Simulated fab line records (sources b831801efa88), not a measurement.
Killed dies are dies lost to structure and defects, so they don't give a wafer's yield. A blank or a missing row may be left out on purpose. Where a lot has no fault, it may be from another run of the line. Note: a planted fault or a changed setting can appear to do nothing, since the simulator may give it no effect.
Chamber matching    flow gf180mcu    GF_V5_CVD_02 on pecvd-02 has 3 sister chambers
The step deposits SiO2 from TEOS, target thk 1450 nm, time 163.28 s. 3 wafers are shown with their chamber, then 7 later ones without.

EACH WAFER AND ITS CHAMBER
wafer   chamber  heater-power-w (W)
L082.5  0        590
L083.1  1        822
L083.3  2        673

WAFERS WITH NO CHAMBER GIVEN
wafer   heater-power-w (W)
L083.5  492
L092.1  623
L092.3  828
L092.5  868
L096.1  792
L096.3  551
L096.6  604

WHICH CHAMBER EACH WENT THROUGH
wafer   from the rows above      in truth
L083.5  can't be placed: 0 or 2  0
L092.1  can't be placed: 0 or 2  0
L092.3  1                        1
L092.5  1                        1
L096.1  can't be placed: 1 or 2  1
L096.3  can't be placed: 0 or 2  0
L096.6  can't be placed: 0 or 2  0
Placed correctly: 2 of 7. Can't be placed from these rows: 5 (the true chamber is among the candidates in 5). 0 placed wrongly.
How it was worked out, from the rows above alone: a wafer's distance from a chamber is the root of the sum, over the readings, of the square of ((its reading less the chamber's mean) divided by the reading's scatter). If the next closest chamber is less than 2 further off than the closest, the wafer can't be placed; otherwise it belongs to the closest. Each chamber's mean is taken over the wafers shown for it. The scatter (one wafer shown for each chamber): square how far every hidden wafer sits from the nearest shown wafer, average those squares and take the square root.
